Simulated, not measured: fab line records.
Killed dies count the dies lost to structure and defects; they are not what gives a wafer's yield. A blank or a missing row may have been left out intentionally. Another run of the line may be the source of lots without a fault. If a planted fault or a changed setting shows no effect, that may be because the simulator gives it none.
Which tool is to blame? ; flow gf180mcu ; 24 lots, 72 wafers sampled, at 6 steps of a route of 602

WHAT THE GAUGES SHOWED, per wafer
No reading from a measuring or inspecting step in the record can be judged against a usual standard deviation.

EACH LOT AND THE TOOL THAT RAN IT (in order: tool; ch and the chambers of the sampled wafers; start)
lot;GF_M2_SPUTTER_03;GF_V3_CMP_26;GF_M4_SPUTTER_02;GF_V4_ETCH_17;GF_V4_CVD_23;GF_MIM_SPUTTER_02
L074;pvd-sputter-04, day 18 10:41;cmp-02 ch 0,1,2, day 22 15:41;pvd-sputter-02, day 22 16:07;rie-diel-04 ch 0,2,3, day 24 15:31 or earlier;cvd-w-01 ch 0,1, day 24 15:31;pvd-sputter-01, day 24 16:12
L075;pvd-sputter-02, day 18 19:29;cmp-01 ch 0,2,3, day 23 00:58;pvd-sputter-04, day 23 01:21;rie-diel-04 ch 0,1,2, day 25 00:14 or earlier;cvd-w-01 ch 0,1, day 25 00:14;pvd-sputter-02, day 25 00:57
L076;pvd-sputter-03, day 19 07:53;cmp-02 ch 0,1,3, day 23 12:08;pvd-sputter-04, day 23 12:25;rie-diel-01 ch 2,3, day 25 10:33 or earlier;cvd-w-01 ch 0,1, day 25 10:33;pvd-sputter-01, day 25 11:16
L077;pvd-sputter-04, day 19 11:56;cmp-01 ch 1,2,3, day 23 14:49;pvd-sputter-03, day 23 15:14;rie-diel-03 ch 0,2,3, day 25 13:08 or earlier;cvd-w-02 ch 0, day 25 13:08;pvd-sputter-04, day 25 13:52
L078;pvd-sputter-02, day 19 15:01;cmp-01 ch 0,2,3, day 23 18:35;pvd-sputter-02, day 23 19:02;rie-diel-04 ch 0,2,3, day 25 16:43 or earlier;cvd-w-01 ch 0,1, day 25 16:43;pvd-sputter-01, day 25 17:26
L079;pvd-sputter-02, day 20 00:31;cmp-01 ch 0,1,3, day 24 03:01;pvd-sputter-02, day 24 03:18;rie-diel-03 ch 0,2,3, day 26 00:02 or earlier;cvd-w-02 ch 0,1, day 26 00:02;pvd-sputter-01, day 26 00:44
L080;pvd-sputter-04, day 20 05:36;cmp-02 ch 1,2, day 24 07:22;pvd-sputter-03, day 24 07:48;rie-diel-01 ch 0,1,3, day 26 05:02 or earlier;cvd-w-02 ch 0,1, day 26 05:02;pvd-sputter-01, day 26 05:46
L081;pvd-sputter-02, day 21 01:02;cmp-01 ch 1,2, day 25 02:13;pvd-sputter-02, day 25 02:38;rie-diel-03 ch 0,1, day 26 23:31 or earlier;cvd-w-02 ch 0,1, day 26 23:31;pvd-sputter-02, day 27 00:14
L082;pvd-sputter-04, day 21 11:17;cmp-02 ch 0,2, day 25 11:20;pvd-sputter-03, day 25 11:43;rie-diel-01 ch 1,2,3, day 27 07:17 or earlier;cvd-w-01 ch 0,1, day 27 07:17;pvd-sputter-04, day 27 08:01
L083;pvd-sputter-03, day 21 16:11;cmp-02 ch 0,1,2, day 25 16:35;pvd-sputter-03, day 25 17:01;rie-diel-04 ch 0,1,2, day 27 11:38 or earlier;cvd-w-02 ch 0,1, day 27 11:38;pvd-sputter-01, day 27 12:22
L084;pvd-sputter-04, day 22 01:50;cmp-01 ch 0,2,3, day 26 00:46;pvd-sputter-02, day 26 01:05;rie-diel-04 ch 0,1,2, day 27 20:07 or earlier;cvd-w-01 ch 0,1, day 27 20:07;pvd-sputter-02, day 27 20:50
L085;pvd-sputter-03, day 22 08:49;cmp-02 ch 1,2, day 26 06:10;pvd-sputter-04, day 26 06:35;rie-diel-04 ch 1,2, day 28 02:07 or earlier;cvd-w-02 ch 0,1, day 28 02:07;pvd-sputter-04, day 28 02:59
L086;pvd-sputter-02, day 22 21:50;cmp-02 ch 1,3, day 26 17:02;pvd-sputter-04, day 26 17:28;rie-diel-03 ch 1,2,3, day 28 12:44 or earlier;cvd-w-01 ch 0,1, day 28 12:44;pvd-sputter-02, day 28 13:28
L087;pvd-sputter-02, day 23 09:45;cmp-02 ch 1,2, day 27 03:37;pvd-sputter-04, day 27 04:02;rie-diel-04 ch 0,1, day 28 22:06 or earlier;cvd-w-02 ch 0,1, day 28 22:06;pvd-sputter-04, day 28 22:49
L088;pvd-sputter-04, day 23 16:17;cmp-01 ch 0,1,3, day 27 11:41;pvd-sputter-04, day 27 12:01;rie-diel-03 ch 0,1,3, day 29 05:40 or earlier;cvd-w-01 ch 0,1, day 29 05:40;pvd-sputter-01, day 29 06:23
L089;pvd-sputter-04, day 23 20:23;cmp-01 ch 1,3, day 27 13:58;pvd-sputter-02, day 27 14:20;rie-diel-03 ch 0,1,2, day 29 08:09 or earlier;cvd-w-02 ch 0,1, day 29 08:09;pvd-sputter-04, day 29 08:53
L090;pvd-sputter-02, day 24 06:14;cmp-01 ch 0,2, day 27 22:38;pvd-sputter-03, day 27 23:01;rie-diel-04 ch 1,2,3, day 29 15:38 or earlier;cvd-w-01 ch 0,1, day 29 15:38;pvd-sputter-01, day 29 16:22
L091;pvd-sputter-04, day 24 12:57;cmp-02 ch 1,2,3, day 28 07:35;pvd-sputter-03, day 28 07:58;rie-diel-01 ch 0,1, day 30 00:16 or earlier;cvd-w-02 ch 0,1, day 30 00:16;pvd-sputter-01, day 30 00:59
L092;pvd-sputter-04, day 24 20:37;cmp-01 ch 0,1, day 28 12:17;pvd-sputter-03, day 28 12:43;rie-diel-01 ch 2,3, day 30 04:45 or earlier;cvd-w-01 ch 0,1, day 30 04:45;pvd-sputter-02, day 30 05:29
L093;pvd-sputter-03, day 24 23:48;cmp-02 ch 1,2,3, day 28 15:45;pvd-sputter-04, day 28 16:11;rie-diel-04 ch 0,1,3, day 30 07:50 or earlier;cvd-w-02 ch 0,1, day 30 07:50;pvd-sputter-01, day 30 08:56
L094;pvd-sputter-02, day 25 06:45;cmp-02 ch 0,1,2, day 28 22:05;pvd-sputter-02, day 28 22:25;rie-diel-01 ch 0,1, day 30 13:53 or earlier;cvd-w-01 ch 0,1, day 30 13:53;pvd-sputter-02, day 30 14:36
L095;pvd-sputter-02, day 25 12:43;cmp-01 ch 0,2,3, day 29 03:58;pvd-sputter-02, day 29 04:25;rie-diel-03 ch 1,2, day 30 19:26 or earlier;cvd-w-02 ch 0, day 30 19:26;pvd-sputter-04, day 30 20:10
L096;pvd-sputter-04, day 25 22:32;cmp-02 ch 0,1,2, day 29 13:31;pvd-sputter-03, day 29 13:53;rie-diel-03 ch 0,3, day 31 04:48 or earlier;cvd-w-02 ch 0,1, day 31 04:48;pvd-sputter-02, day 31 05:32
L097;pvd-sputter-04, day 26 03:29;cmp-02 ch 0,2, day 29 15:19;pvd-sputter-04, day 29 15:41;rie-diel-04 ch 0,1,2, day 31 06:07 or earlier;cvd-w-02 ch 0,1, day 31 06:07;pvd-sputter-02, day 31 06:48
- GF_M2_SPUTTER_03: material Ti, target thk 10 nm, time 6.7 s.
- GF_V3_CMP_26: polishes, stops on SiO2, t overpolish 15 s, target thk 0 nm.
- GF_M4_SPUTTER_02: material AlCu, target thk 450 nm, time 23.9 s.
- GF_V4_ETCH_17: etches SiO2 in C4F8/O2/Ar, stops on TiN, target depth 630 nm.
- GF_V4_CVD_23: deposits W, target thk 350 nm, time 104.9 s.
- GF_MIM_SPUTTER_02: material AlCu, target thk 450 nm, time 23.9 s.

AS READ BY THE TOOLS THEMSELVES (means over the sampled wafers that have a number; for cases with no such wafer, the mark the record gives instead)
GF_M2_SPUTTER_03.
lot;tool;throttle-valve-pct (%)
L074;pvd-sputter-04;29.9
L075;pvd-sputter-02;30.6
L076;pvd-sputter-03;30.3
L077;pvd-sputter-04;29.8
L078;pvd-sputter-02;30.6
L079;pvd-sputter-02;30.5
L080;pvd-sputter-04;31.1
L081;pvd-sputter-02;30.8
L082;pvd-sputter-04;30.0
L083;pvd-sputter-03;31.1
L084;pvd-sputter-04;29.8
L085;pvd-sputter-03;30.9
L086;pvd-sputter-02;30.4
L087;pvd-sputter-02;30.5
L088;pvd-sputter-04;29.8
L089;pvd-sputter-04;30.1
L090;pvd-sputter-02;30.5
L091;pvd-sputter-04;29.3
L092;pvd-sputter-04;29.6
L093;pvd-sputter-03;30.9
L094;pvd-sputter-02;30.5
L095;pvd-sputter-02;30.5
L096;pvd-sputter-04;29.9
L097;pvd-sputter-04;30.4

GF_V3_CMP_26.
lot;tool;edge-zone-pressure-frac;head-pressure-psi (psi);motor-current-A (A);overpolish-run-s (s);time-to-endpoint-s (s)
L074;cmp-02;0.999;3.498;10.8;15.004;85
L075;cmp-01;0.997;3.497;10.3;15.005;82
L076;cmp-02;1.003;3.494;11.5;14.989;82
L077;cmp-01;1.001;3.500;11.7;15.002;81
L078;cmp-01;1.005;3.500;11.1;14.996;83
L079;cmp-01;1.005;3.501;11.4;14.994;85
L080;cmp-02;0.998;3.506;10.7;15.005;84
L081;cmp-01;1.005;3.495;12.7;15.003;82
L082;cmp-02;1.008;3.510;11.3;14.988;83
L083;cmp-02;0.997;3.498;11.0;15.005;83
L084;cmp-01;1.000;3.501;11.0;15.001;85
L085;cmp-02;1.000;3.503;10.9;15.002;89
L086;cmp-02;0.996;3.502;11.1;15.001;85
L087;cmp-02;0.998;3.508;10.7;15.002;87
L088;cmp-01;0.997;3.506;11.1;15.008;84
L089;cmp-01;0.993;3.503;11.8;14.998;84
L090;cmp-01;0.995;3.496;10.6;15.000;82
L091;cmp-02;1.006;3.492;11.2;14.987;87
L092;cmp-01;1.001;3.494;11.6;15.006;79
L093;cmp-02;1.004;3.500;11.3;14.991;85
L094;cmp-02;0.999;3.502;10.9;15.002;85
L095;cmp-01;0.997;3.504;10.8;14.993;84
L096;cmp-02;0.999;3.507;11.1;15.005;86
L097;cmp-02;0.995;3.503;11.5;15.003;88

GF_M4_SPUTTER_02.
lot;tool;throttle-valve-pct (%)
L074;pvd-sputter-02;30.7
L075;pvd-sputter-04;29.6
L076;pvd-sputter-04;29.5
L077;pvd-sputter-03;30.8
L078;pvd-sputter-02;30.7
L079;pvd-sputter-02;30.6
L080;pvd-sputter-03;30.8
L081;pvd-sputter-02;30.6
L082;pvd-sputter-03;30.7
L083;pvd-sputter-03;30.1
L084;pvd-sputter-02;30.4
L085;pvd-sputter-04;29.7
L086;pvd-sputter-04;29.5
L087;pvd-sputter-04;30.6
L088;pvd-sputter-04;29.0
L089;pvd-sputter-02;30.8
L090;pvd-sputter-03;30.2
L091;pvd-sputter-03;30.3
L092;pvd-sputter-03;31.0
L093;pvd-sputter-04;30.0
L094;pvd-sputter-02;30.4
L095;pvd-sputter-02;30.2
L096;pvd-sputter-03;30.2
L097;pvd-sputter-04;30.6

GF_V4_ETCH_17.
lot;tool;oes-product-au (a.u.)
L074;rie-diel-04;0.857
L075;rie-diel-04;0.856
L076;rie-diel-01;0.857
L077;rie-diel-03;0.857
L078;rie-diel-04;0.855
L079;rie-diel-03;0.857
L080;rie-diel-01;0.855
L081;rie-diel-03;0.859
L082;rie-diel-01;0.852
L083;rie-diel-04;0.853
L084;rie-diel-04;0.856
L085;rie-diel-04;0.850
L086;rie-diel-03;0.852
L087;rie-diel-04;0.860
L088;rie-diel-03;0.852
L089;rie-diel-03;0.853
L090;rie-diel-04;0.851
L091;rie-diel-01;0.855
L092;rie-diel-01;0.854
L093;rie-diel-04;0.859
L094;rie-diel-01;0.855
L095;rie-diel-03;0.853
L096;rie-diel-03;0.851
L097;rie-diel-04;0.854

GF_V4_CVD_23.
lot;tool;heater-power-w (W)
L074;cvd-w-01;797
L075;cvd-w-01;777
L076;cvd-w-01;861
L077;cvd-w-02;658
L078;cvd-w-01;795
L079;cvd-w-02;728
L080;cvd-w-02;817
L081;cvd-w-02;824
L082;cvd-w-01;795
L083;cvd-w-02;814
L084;cvd-w-01;789
L085;cvd-w-02;806
L086;cvd-w-01;864
L087;cvd-w-02;818
L088;cvd-w-01;870
L089;cvd-w-02;834
L090;cvd-w-01;790
L091;cvd-w-02;746
L092;cvd-w-01;857
L093;cvd-w-02;819
L094;cvd-w-01;789
L095;cvd-w-02;668
L096;cvd-w-02;837
L097;cvd-w-02;745

GF_MIM_SPUTTER_02.
lot;tool;throttle-valve-pct (%)
L074;pvd-sputter-01;29.4
L075;pvd-sputter-02;30.5
L076;pvd-sputter-01;30.7
L077;pvd-sputter-04;29.2
L078;pvd-sputter-01;30.0
L079;pvd-sputter-01;29.1
L080;pvd-sputter-01;30.1
L081;pvd-sputter-02;30.7
L082;pvd-sputter-04;30.5
L083;pvd-sputter-01;29.8
L084;pvd-sputter-02;30.4
L085;pvd-sputter-04;31.3
L086;pvd-sputter-02;30.8
L087;pvd-sputter-04;29.6
L088;pvd-sputter-01;29.9
L089;pvd-sputter-04;30.2
L090;pvd-sputter-01;29.9
L091;pvd-sputter-01;29.1
L092;pvd-sputter-02;30.2
L093;pvd-sputter-01;29.3
L094;pvd-sputter-02;30.6
L095;pvd-sputter-04;30.3
L096;pvd-sputter-02;30.7
L097;pvd-sputter-02;30.8

THE ANSWER, worked out from the rows above alone
Rule: what is usual is taken from the lots themselves. The widest of any qualifying gaps counts: lots, ordered by their means at a reading, are off when they make up no more than a third of the lots, leave a main group of 4 or more, and stand apart from it by 3 or more times the standard deviation of that group's means. If all means in a main group match to the digits the tables above print for the reading, that group is not used. A lot without any number at a reading at which 4 lots or more have one is off too. Any other lot the step has rows for is counted as sound. First the gauges in route order, then the tools' own readings, where a lot's mean is used as printed above. The first step at which some lot is off is used, and at that step the reading that is off furthest; a lot without a number counts as furthest.
No lot is off at any reading shown: from this, nothing can be told.

WHAT WAS PUT IN BY THE SIMULATOR
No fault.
